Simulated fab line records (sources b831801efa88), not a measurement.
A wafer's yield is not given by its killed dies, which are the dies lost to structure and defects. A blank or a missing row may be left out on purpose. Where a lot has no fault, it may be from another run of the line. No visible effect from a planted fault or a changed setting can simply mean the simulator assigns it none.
8D (eight disciplines) problem report, filled in by code :: flow sky130 :: the parts of the form that need people (team, actions taken, sign-off) are left out

1. WHAT IS WRONG
At SKY_VIA1_ETCH_14, run_length_s averages 60.8 s over 2 wafers from 2 lots, while fault-free wafers read 74.3 s, standard deviation 0.48. Relative to the usual mean, that is a shift of -28 standard deviations.
The step: etches BARC in N2/H2, stops on SiO2, time 45.9 s, target depth 60 nm.
The first sign was on wafer L184.1 at day 40 03:50, on rie_diel-02. At this step, 42 wafers from 14 lots have a number in the record. Rule for "out", or "out of limits": more than 4 standard deviations from the usual mean. Any other wafer with a number is counted as sound.

2. WHAT IT IS AND WHAT IT IS NOT
question: which readings at this step
is: run_length_s, oes_product_au
is not: drypump_motor_current_A

question: which lots
is: L184, L186
is not: L165, L166, L167, L168, L169, L170, L171, L173, L174, L175, L177, L182

question: which wafers of those lots
is: L184.1, L186.2
is not: L184.5, L184.6, L186.3, L186.6

question: read on which tools
is: rie_diel-02
is not: rie_diel-01, rie_diel-04

question: when
is: from day 40 03:50
is not: up to then (38 sound wafers); but 2 sound wafers of L186 came after

3. WHAT RULES OUT EACH SUSPECT
Counting: if a tool at a process step up to the reading ran every lot that is out, it stays a suspect. Sound lots after the first of them don't rule it out here, since some wafers of a struck lot are sound.
- pvd_sputter-01 at SKY_METAL1_SPUTTER_02 (material AlCu, target thk 250 nm, time 13.3 s): kept. It processed each lot that is out (first: L184, day 37 23:28); up to then, its last sound lot is L177 (day 35 14:29).
- rie_diel-02 at SKY_VIA1_ETCH_14 (etches BARC in N2/H2, stops on SiO2, time 45.9 s, target depth 60 nm): kept. It processed each lot that is out (first: L184, day 40 03:50); up to then, its last sound lot is L182 (day 39 22:01). On those wafers its own readings are out: oes_product_au, run_length_s.
The count leaves rie_diel-02 at SKY_VIA1_ETCH_14 and pvd_sputter-01 at SKY_METAL1_SPUTTER_02.

4. THE CAUSE (what the simulator had put in)
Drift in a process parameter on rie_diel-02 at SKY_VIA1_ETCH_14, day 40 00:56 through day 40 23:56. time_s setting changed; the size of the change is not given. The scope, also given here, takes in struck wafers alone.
Of the 2 suspects that counting leaves, this tool is one.

5. SEQUENCE OF EFFECTS, ordered by route
Rows list readings where the struck wafers' mean (over those with a number) sits beyond 3 standard deviations from the usual. Only readings for which the record gives a usual standard deviation are gone through. hours: the time from each lot's start at the first step in this table that gives one to its start at this step, as a median over the lots. sigmas: the change in usual standard deviations.
hours: 0
step: SKY_VIA1_ETCH_14
reading: oes_product_au
usual: 0.854 a.u.
on struck wafers: 0.981
change: +0.127
sigmas: +28

hours: 0
step: SKY_VIA1_ETCH_14
reading: run_length_s
usual: 74.3 s
on struck wafers: 60.8
change: -13.5
sigmas: -28

hours: 0
step: SKY_VIA1_ETCH_15
reading: oes_product_au
usual: 0.982 a.u.
on struck wafers: 0.377
change: -0.605
sigmas: -96

hours: 0
step: SKY_VIA1_STRIP_16
reading: strip_time_to_endpoint_s
usual: 4.462 s
on struck wafers: 4.622
change: +0.160
sigmas: +6.7
Its process steps:
- SKY_VIA1_ETCH_14: etches BARC in N2/H2, stops on SiO2, time 45.9 s, target depth 60 nm.
- SKY_VIA1_ETCH_15: etches SiO2 in C4F8/O2/Ar, stops on TiN, target depth 351 nm, time 54 s.
- SKY_VIA1_STRIP_16: strips in O2/N2.
At these later measuring or inspecting steps, every struck wafer for which the step has a row has a number for every such reading, and none has moved that far: SKY_VIA1_THK_MEAS_23.

6. WHAT WOULD HAVE CAUGHT IT SOONER
First out-of-limits reading in this record: day 40 03:50, which is 3 hours after fault onset at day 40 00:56.
